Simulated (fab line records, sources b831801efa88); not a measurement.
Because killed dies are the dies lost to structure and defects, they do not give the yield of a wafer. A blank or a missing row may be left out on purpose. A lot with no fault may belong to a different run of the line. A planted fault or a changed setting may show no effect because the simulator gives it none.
A sampling plan put to the test	flow sky130	each of the 57 faults these records tell of, on one fab line, judged from the records of the lots it struck
The plan is the line's own looks: the steps of the route at which a gauge or an inspection reads the wafer and doesn't change it. A look can be judged if struck wafers have a number there and the file gives its usual mean and standard deviation on fault-free wafers. Caught: a look later than the fault's first step finds the struck wafers' mean 4 or more of those standard deviations (sigma) from the usual mean. On the tool: here the same test is run on the tool's own readings at the fault's steps. Another recipe on the struck wafers, or a record that is blank for them alone, also counts as caught.

== THE FAULTS, as the simulator had put them in ==
1. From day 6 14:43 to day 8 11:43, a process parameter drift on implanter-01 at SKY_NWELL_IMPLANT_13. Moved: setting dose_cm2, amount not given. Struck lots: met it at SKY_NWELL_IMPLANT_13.
2. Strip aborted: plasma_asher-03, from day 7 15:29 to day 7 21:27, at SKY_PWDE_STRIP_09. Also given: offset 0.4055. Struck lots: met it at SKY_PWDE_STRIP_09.
3. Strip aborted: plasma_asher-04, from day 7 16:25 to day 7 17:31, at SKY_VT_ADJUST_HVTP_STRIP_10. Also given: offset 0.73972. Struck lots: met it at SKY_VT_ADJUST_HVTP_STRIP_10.
4. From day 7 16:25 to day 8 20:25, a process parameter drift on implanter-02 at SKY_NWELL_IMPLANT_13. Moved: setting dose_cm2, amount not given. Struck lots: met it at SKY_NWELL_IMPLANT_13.
5. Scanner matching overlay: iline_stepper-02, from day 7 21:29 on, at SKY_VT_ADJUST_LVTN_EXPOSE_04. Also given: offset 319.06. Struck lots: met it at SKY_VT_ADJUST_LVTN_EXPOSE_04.
6. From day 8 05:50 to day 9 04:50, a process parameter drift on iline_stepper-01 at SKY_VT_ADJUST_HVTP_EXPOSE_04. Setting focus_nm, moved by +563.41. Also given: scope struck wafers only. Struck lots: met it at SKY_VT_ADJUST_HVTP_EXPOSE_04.
7. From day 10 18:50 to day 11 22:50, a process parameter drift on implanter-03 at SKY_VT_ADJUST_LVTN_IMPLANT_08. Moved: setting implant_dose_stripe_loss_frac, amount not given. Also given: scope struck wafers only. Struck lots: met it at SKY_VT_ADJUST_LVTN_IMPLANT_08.
8. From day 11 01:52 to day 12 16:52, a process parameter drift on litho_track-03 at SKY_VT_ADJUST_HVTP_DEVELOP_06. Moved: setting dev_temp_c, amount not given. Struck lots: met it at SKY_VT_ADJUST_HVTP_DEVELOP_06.
9. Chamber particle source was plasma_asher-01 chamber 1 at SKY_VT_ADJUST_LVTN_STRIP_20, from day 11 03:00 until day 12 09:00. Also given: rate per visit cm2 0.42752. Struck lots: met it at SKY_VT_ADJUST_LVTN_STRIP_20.
10. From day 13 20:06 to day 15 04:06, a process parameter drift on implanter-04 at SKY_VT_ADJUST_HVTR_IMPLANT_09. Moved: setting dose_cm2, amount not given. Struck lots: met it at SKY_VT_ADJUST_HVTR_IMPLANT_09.
11. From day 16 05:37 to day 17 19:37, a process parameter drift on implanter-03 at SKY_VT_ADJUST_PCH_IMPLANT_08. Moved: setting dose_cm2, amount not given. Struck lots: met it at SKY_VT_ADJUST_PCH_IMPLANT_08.
12. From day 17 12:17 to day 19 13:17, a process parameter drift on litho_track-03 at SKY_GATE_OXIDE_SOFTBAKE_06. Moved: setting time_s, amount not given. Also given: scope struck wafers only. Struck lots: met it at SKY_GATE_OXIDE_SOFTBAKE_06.
13. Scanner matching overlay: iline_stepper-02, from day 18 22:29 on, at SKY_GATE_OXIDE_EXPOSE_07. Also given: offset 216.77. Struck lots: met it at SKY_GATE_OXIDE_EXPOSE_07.
14. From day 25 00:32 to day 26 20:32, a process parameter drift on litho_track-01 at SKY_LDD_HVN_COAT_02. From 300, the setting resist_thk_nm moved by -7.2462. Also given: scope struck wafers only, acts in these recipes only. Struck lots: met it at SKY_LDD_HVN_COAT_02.
15. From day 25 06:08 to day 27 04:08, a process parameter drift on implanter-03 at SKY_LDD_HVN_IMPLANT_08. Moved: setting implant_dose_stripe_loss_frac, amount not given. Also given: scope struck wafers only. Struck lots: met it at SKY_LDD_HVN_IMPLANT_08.
16. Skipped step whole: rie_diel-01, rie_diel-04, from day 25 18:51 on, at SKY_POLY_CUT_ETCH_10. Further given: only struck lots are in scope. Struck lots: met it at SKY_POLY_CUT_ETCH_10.
17. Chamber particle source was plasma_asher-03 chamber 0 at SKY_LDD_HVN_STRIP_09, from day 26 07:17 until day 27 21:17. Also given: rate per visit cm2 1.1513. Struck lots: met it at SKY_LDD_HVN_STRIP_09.
18. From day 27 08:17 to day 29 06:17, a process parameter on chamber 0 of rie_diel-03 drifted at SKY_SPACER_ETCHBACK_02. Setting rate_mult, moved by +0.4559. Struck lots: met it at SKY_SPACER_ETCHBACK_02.
19. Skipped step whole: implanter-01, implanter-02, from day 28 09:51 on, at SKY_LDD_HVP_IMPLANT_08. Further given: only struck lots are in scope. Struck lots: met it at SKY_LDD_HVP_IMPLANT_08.
20. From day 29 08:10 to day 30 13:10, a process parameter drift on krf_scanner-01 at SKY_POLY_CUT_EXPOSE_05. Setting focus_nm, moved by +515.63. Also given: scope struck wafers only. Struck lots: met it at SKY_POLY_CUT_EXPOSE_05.
21. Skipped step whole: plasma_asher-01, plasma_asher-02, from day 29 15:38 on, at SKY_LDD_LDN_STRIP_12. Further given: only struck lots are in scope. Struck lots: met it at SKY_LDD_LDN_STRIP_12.
22. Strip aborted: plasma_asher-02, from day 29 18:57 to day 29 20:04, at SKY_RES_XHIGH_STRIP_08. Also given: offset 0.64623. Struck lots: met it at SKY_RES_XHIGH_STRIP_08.
23. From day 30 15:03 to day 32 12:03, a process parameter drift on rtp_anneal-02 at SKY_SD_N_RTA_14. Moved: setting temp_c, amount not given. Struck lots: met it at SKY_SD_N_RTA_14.
24. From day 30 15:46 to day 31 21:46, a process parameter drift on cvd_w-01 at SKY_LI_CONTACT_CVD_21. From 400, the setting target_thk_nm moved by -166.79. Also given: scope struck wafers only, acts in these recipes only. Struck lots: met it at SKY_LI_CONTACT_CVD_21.
25. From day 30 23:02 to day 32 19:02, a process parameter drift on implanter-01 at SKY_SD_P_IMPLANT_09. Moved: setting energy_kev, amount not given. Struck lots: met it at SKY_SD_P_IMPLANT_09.
26. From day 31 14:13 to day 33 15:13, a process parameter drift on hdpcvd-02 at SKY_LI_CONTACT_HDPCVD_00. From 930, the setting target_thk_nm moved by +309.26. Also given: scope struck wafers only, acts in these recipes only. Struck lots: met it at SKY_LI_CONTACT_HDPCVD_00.
27. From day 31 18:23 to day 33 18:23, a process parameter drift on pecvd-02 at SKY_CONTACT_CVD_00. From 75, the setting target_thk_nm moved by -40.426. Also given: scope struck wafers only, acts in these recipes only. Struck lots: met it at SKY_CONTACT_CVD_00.
28. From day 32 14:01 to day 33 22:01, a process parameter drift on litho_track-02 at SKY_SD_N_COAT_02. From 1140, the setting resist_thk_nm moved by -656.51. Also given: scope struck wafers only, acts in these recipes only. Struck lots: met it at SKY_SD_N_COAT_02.
29. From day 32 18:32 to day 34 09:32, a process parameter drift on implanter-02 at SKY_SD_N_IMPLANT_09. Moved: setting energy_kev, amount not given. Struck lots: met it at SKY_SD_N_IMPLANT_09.
30. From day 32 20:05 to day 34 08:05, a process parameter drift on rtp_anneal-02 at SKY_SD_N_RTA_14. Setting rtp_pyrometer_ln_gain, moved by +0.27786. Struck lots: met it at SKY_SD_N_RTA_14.
31. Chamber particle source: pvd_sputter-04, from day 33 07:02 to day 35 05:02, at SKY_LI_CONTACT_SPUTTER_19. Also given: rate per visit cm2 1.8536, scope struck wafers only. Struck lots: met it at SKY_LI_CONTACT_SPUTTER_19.
32. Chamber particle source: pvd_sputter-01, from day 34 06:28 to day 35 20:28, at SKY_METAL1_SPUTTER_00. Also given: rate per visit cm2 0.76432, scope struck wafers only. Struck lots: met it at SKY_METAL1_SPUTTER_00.
33. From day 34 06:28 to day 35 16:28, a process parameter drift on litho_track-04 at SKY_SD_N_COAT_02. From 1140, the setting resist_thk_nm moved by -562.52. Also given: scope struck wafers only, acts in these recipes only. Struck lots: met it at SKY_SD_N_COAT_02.
34. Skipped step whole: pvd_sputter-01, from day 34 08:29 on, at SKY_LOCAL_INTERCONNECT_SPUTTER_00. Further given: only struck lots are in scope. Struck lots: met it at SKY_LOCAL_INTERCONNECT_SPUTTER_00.
35. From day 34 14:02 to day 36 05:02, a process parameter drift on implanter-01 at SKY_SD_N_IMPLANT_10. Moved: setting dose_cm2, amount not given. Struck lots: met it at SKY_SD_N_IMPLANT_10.
36. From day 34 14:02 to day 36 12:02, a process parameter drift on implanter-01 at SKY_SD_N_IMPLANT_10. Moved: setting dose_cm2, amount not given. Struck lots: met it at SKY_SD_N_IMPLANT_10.
37. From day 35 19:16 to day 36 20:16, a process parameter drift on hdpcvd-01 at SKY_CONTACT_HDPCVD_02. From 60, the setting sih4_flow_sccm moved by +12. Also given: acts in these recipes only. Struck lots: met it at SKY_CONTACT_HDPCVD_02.
38. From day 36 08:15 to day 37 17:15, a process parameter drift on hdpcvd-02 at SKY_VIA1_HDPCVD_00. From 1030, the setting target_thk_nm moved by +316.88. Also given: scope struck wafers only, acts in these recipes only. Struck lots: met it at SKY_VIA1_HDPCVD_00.
39. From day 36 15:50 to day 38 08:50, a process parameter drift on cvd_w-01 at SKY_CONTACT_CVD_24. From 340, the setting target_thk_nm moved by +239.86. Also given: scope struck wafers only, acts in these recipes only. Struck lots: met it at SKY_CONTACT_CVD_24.
40. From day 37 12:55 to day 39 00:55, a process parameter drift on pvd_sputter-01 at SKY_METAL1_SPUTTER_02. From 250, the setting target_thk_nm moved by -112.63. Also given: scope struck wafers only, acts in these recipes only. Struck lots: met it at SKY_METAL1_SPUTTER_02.
41. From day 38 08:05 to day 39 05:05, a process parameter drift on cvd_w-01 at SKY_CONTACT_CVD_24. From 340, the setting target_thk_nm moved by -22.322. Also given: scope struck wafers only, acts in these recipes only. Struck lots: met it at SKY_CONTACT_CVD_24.
42. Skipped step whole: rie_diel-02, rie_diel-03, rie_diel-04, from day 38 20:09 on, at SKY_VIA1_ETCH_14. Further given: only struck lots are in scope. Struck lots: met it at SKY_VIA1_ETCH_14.
43. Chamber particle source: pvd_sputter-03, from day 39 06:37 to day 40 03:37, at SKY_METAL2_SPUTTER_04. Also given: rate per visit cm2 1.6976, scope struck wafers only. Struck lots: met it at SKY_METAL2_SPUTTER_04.
44. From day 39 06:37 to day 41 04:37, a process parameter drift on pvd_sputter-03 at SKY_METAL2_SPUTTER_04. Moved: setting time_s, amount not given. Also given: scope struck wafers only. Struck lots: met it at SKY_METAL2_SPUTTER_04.
45. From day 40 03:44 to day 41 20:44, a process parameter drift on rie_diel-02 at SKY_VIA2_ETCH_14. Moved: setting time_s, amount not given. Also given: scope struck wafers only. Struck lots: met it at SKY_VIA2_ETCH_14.
46. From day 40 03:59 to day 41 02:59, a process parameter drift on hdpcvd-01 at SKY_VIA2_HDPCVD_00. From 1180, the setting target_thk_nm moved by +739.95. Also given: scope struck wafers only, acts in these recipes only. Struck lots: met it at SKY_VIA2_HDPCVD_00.
47. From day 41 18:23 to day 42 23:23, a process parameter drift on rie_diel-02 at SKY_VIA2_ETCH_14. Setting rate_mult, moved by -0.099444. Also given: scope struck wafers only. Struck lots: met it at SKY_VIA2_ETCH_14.
48. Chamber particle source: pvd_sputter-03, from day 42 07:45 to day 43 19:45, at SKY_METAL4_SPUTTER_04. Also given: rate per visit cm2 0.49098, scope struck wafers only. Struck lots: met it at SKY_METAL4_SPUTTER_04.
49. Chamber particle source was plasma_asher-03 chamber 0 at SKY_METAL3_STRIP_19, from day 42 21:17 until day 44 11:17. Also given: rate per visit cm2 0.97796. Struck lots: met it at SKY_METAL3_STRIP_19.
50. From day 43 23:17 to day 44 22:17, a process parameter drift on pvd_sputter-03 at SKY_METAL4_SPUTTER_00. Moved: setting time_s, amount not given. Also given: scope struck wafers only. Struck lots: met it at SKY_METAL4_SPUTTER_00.
51. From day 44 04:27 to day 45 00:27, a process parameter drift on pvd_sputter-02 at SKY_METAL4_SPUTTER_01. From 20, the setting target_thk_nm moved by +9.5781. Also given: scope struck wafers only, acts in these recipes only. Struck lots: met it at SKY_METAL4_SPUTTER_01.
52. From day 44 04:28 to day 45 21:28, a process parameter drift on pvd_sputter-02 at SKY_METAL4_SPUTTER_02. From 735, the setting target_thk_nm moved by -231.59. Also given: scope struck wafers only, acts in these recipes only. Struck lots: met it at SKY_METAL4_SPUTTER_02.
53. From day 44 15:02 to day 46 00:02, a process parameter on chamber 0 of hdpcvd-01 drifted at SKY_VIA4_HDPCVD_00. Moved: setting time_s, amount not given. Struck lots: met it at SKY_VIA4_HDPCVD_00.
54. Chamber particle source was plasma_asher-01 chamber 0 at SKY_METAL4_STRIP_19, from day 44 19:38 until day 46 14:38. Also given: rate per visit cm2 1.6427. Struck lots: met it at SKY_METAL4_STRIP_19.
55. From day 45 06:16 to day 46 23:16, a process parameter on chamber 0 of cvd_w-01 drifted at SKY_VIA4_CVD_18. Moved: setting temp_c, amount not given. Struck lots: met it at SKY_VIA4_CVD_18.
56. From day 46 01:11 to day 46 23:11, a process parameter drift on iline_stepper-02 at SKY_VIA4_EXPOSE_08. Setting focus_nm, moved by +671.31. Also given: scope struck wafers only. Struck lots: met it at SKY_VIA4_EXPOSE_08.
57. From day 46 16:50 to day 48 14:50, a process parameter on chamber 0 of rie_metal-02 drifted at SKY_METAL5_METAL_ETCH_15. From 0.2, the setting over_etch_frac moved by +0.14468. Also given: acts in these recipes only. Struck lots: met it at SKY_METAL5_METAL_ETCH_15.

== WHAT THE PLAN SAW ==
fault	on the tool itself	first look that catches it	reading, sigma	median hours from its first step to that look	hours from the fault's start to the first struck lot there	judged looks passed uncaught
1	dose_ions_cm2 -99 or beyond sigma	SKY_NWELL_RS_MEAS_29	NWELL_RS +14	20.1	32	0
2	oes_product_au +50 sigma	not the one look that can be judged after it	strongest: NWELL_TW at SKY_NWELL_TW_MEAS_15, -2.5	-	-	1
3	oes_product_au +46 sigma	SKY_VT_ADJUST_LVTN_TW_MEAS_10	VT_ADJUST_LVTN_TW -99 or beyond	20.5	22	0
4	dose_ions_cm2 -99 or beyond sigma	SKY_NWELL_RS_MEAS_29	NWELL_RS +9.5	21.4	35	1
5	under 2 sigma	SKY_VT_ADJUST_LVTN_OVL_MEAS_07	VT_ADJUST_LVTN_OVL +99 or beyond	10.4	16	0
6	no reading that can be judged	not the one look that can be judged after it	strongest: cd_nm at SKY_VT_ADJUST_HVTP_CD_MEAS_07, -3.3	-	-	1
7	no reading that can be judged	SKY_VT_ADJUST_LVTN_TW_MEAS_10	VT_ADJUST_LVTN_TW -5.9	0.2	10	0
8	developer_temp_C +25 sigma	none of the 3 looks that can be judged after it	strongest: cd_nm at SKY_VT_ADJUST_HVTP_CD_MEAS_07, -2.6	-	-	3
9	under 2 sigma	not the one look that can be judged after it	-	-	-	1
10	dose_ions_cm2 -99 or beyond sigma	SKY_VT_ADJUST_HVTR_TW_MEAS_11	VT_ADJUST_HVTR_TW -50	0.2	5	0
11	dose_ions_cm2 -99 or beyond sigma	SKY_VT_ADJUST_PCH_TW_MEAS_10	VT_ADJUST_PCH_TW -20	0.2	7	0
12	heater_power_total_W +99 or beyond sigma	no look after it can be judged	-	-	-	0
13	no reading that can be judged	SKY_GATE_OXIDE_OVL_MEAS_10	GATE_OXIDE_OVL +99 or beyond	15.2	24	0
14	no reading that can be judged	no look after it can be judged	-	-	-	0
15	no reading that can be judged	SKY_LDD_HVN_TW_MEAS_10	LDD_HVN_TW -6.8	0.2	24	0
16	the tool's record is blank for the struck wafers	no look after it can be judged	-	-	-	0
17	under 2 sigma	none of the 2 looks that can be judged after it	-	-	-	2
18	only faintly: drypump_motor_current_A +2.0 sigma	no look after it can be judged	-	-	-	0
19	the tool's record is blank for the struck wafers	SKY_LDD_HVP_TW_MEAS_10	LDD_HVP_TW -99 or beyond	0.2	1	0
20	no reading that can be judged	SKY_POLY_CUT_CD_MEAS_08	cd_nm -16	13.2	18	0
21	the tool's record is blank for the struck wafers	no look after it can be judged	-	-	-	0
22	oes_product_au +47 sigma	SKY_SD_N_TW_MEAS_12	SD_N_TW -99 or beyond	27.9	29	0
23	wafer_temp_C_max +5.2 sigma	SKY_SD_N_RS_MEAS_16	SD_N_RS -11	0.2	11	0
24	under 2 sigma	SKY_LI_CONTACT_RS_MEAS_22	LI_CONTACT_W_RS +29	0.1	3	0
25	beam_energy_keV -91 sigma	SKY_SD_N_RS_MEAS_17	SD_P_RS +5.6	55.2	62	0
26	no reading that can be judged	SKY_LI_CONTACT_THK_MEAS_01	LI_CONTACT_HDPCVD_THK +31	0.1	0	0
27	under 2 sigma	SKY_CONTACT_THK_MEAS_01	CONTACT_CVD_00_THK -45	0.1	5	0
28	under 2 sigma	SKY_SD_N_CD_MEAS_07	cd_nm +43	13.2	17	0
29	beam_energy_keV +99 or beyond sigma	SKY_SD_N_TW_MEAS_12	SD_N_TW +8.0	0.4	5	0
30	lamp_power_pct -21 sigma	SKY_SD_N_RS_MEAS_16	SD_N_RS +48	0.2	6	0
31	under 2 sigma	no look after it can be judged	-	-	-	0
32	under 2 sigma	none of the 2 looks that can be judged after it	-	-	-	2
33	under 2 sigma	SKY_SD_N_CD_MEAS_07	cd_nm +35	13.1	15	0
34	the tool's record is blank for the struck wafers	no look after it can be judged	-	-	-	0
35	dose_ions_cm2 -99 or beyond sigma	SKY_SD_N_RS_MEAS_16	SD_N_RS +13	0.5	5	0
36	dose_ions_cm2 -99 or beyond sigma	SKY_SD_N_RS_MEAS_16	SD_N_RS +19	0.5	5	0
37	sih4_flow_sccm +70 sigma	SKY_CONTACT_THK_MEAS_03	CONTACT_HDPCVD_THK +25	0.1	2	0
38	no reading that can be judged	SKY_VIA1_THK_MEAS_01	VIA1_HDPCVD_THK +31	0.1	1	0
39	under 2 sigma	SKY_CONTACT_RS_MEAS_25	CONTACT_W_RS -19	0.1	10	0
40	under 2 sigma	SKY_METAL1_RS_MEAS_05	METAL1_ALCU_RS +99 or beyond	0.1	11	0
41	under 2 sigma	SKY_CONTACT_RS_MEAS_25	CONTACT_W_RS +4.7	0.1	2	0
42	the tool's record is blank for the struck wafers	no look after it can be judged	-	-	-	0
43	only faintly: throttle_valve_pct +2.1 sigma	not the one look that can be judged after it	strongest: CAP2M_TIN_THK at SKY_CAP2M_THK_MEAS_04, -2.9	-	-	1
44	under 2 sigma	none of the 4 looks that can be judged after it	-	-	-	4
45	oes_product_au +33 sigma	not the one look that can be judged after it	-	-	-	1
46	no reading that can be judged	SKY_VIA2_THK_MEAS_01	VIA2_HDPCVD_THK +68	0.1	22	0
47	under 2 sigma	no look after it can be judged	-	-	-	0
48	only faintly: throttle_valve_pct +2.1 sigma	not the one look that can be judged after it	-	-	-	1
49	under 2 sigma	not the one look that can be judged after it	-	-	-	1
50	under 2 sigma	no look after it can be judged	-	-	-	0
51	under 2 sigma	no look after it can be judged	-	-	-	0
52	under 2 sigma	not the one look that can be judged after it	-	-	-	1
53	run_length_s +99 or beyond sigma	SKY_VIA4_THK_MEAS_01	VIA4_HDPCVD_THK +43	0.2	4	0
54	under 2 sigma	not the one look that can be judged after it	-	-	-	1
55	susceptor_temp_C -22 sigma	SKY_VIA4_RS_MEAS_19	VIA4_W_RS +5.5	0.1	14	0
56	no reading that can be judged	not the one look that can be judged after it	-	-	-	1
57	oes_product_au -11 sigma	no look after it can be judged	-	-	-	0
A dash: this means the fault isn't caught or the number doesn't appear in these records.

Caught at a look: 31 of 57. Caught on the tool: 25 of 57. By one or the other: 40 of 57.
Faults caught by the tool alone: 2, 8, 12, 16, 21, 34, 42, 45, 57.
Caught at a look alone: faults 5, 7, 13, 15, 20, 24, 26, 27, 28, 33, 38, 39, 40, 41, 46.
Caught by neither: faults 6, 9, 14, 17, 18, 31, 32, 43, 44, 47, 48, 49, 50, 51, 52, 54, 56.

== THINNER SAMPLING ==
In the worst case, this is how late the first struck lot would be measured if the look that catches a fault measured only every second or every third lot, by lot number:
fault	struck lots at that look, in order of time	every lot	every second lot	every third lot
1	L937, L939	32 h	may miss all 2	may miss all 2
3	L928	22 h	may miss it	may miss it
4	L833, L835	35 h	may miss all 2	may miss all 2
5	L665, L666, L667, L668	16 h	30 h	31 h
7	L275	10 h	may miss it	may miss it
10	L412, L413	5 h	12 h	may miss all 2
11	L565, L566	7 h	21 h	may miss all 2
13	L793, L794	24 h	38 h	may miss all 2
15	L708	24 h	may miss it	may miss it
19	L897, L898	1 h	13 h	may miss all 2
20	L418, L420	18 h	may miss all 2	may miss all 2
22	L161	29 h	may miss it	may miss it
23	L218, L220	11 h	may miss all 2	may miss all 2
24	L269, L270	3 h	17 h	may miss all 2
25	L519, L523	62 h	may miss all 2	may miss all 2
26	L646	0 h	may miss it	may miss it
27	L433, L434	5 h	19 h	may miss all 2
28	L955, L957	17 h	may miss all 2	may miss all 2
29	L805, L808	5 h	13 h	may miss all 2
30	L520, L522, L524	6 h	may miss all 3	17 h
33	L728, L729	15 h	34 h	may miss all 2
35	L248, L249	5 h	10 h	may miss all 2
36	L482, L483	5 h	10 h	may miss all 2
37	L669, L671	2 h	may miss all 2	may miss all 2
38	L756, L758	1 h	may miss all 2	may miss all 2
39	L533	10 h	may miss it	may miss it
40	L339, L340	11 h	18 h	may miss all 2
41	L295	2 h	may miss it	may miss it
46	L399	22 h	may miss it	may miss it
53	L527, L530	4 h	25 h	may miss all 2
55	L397, L398, L399	14 h	29 h	31 h
Hours: fault start to first struck lot measured. 4 sigma limit: tested on the pooled struck wafers, so a lone lot may be under it. Other struck lots may not be in these records.

== THE LONGEST TIMED WAY FROM STEP TO LOOK ==
Fault 25: a median of 55.2 hours passes between SKY_SD_P_IMPLANT_09 and SKY_SD_N_RS_MEAS_17. No look between them can be judged.
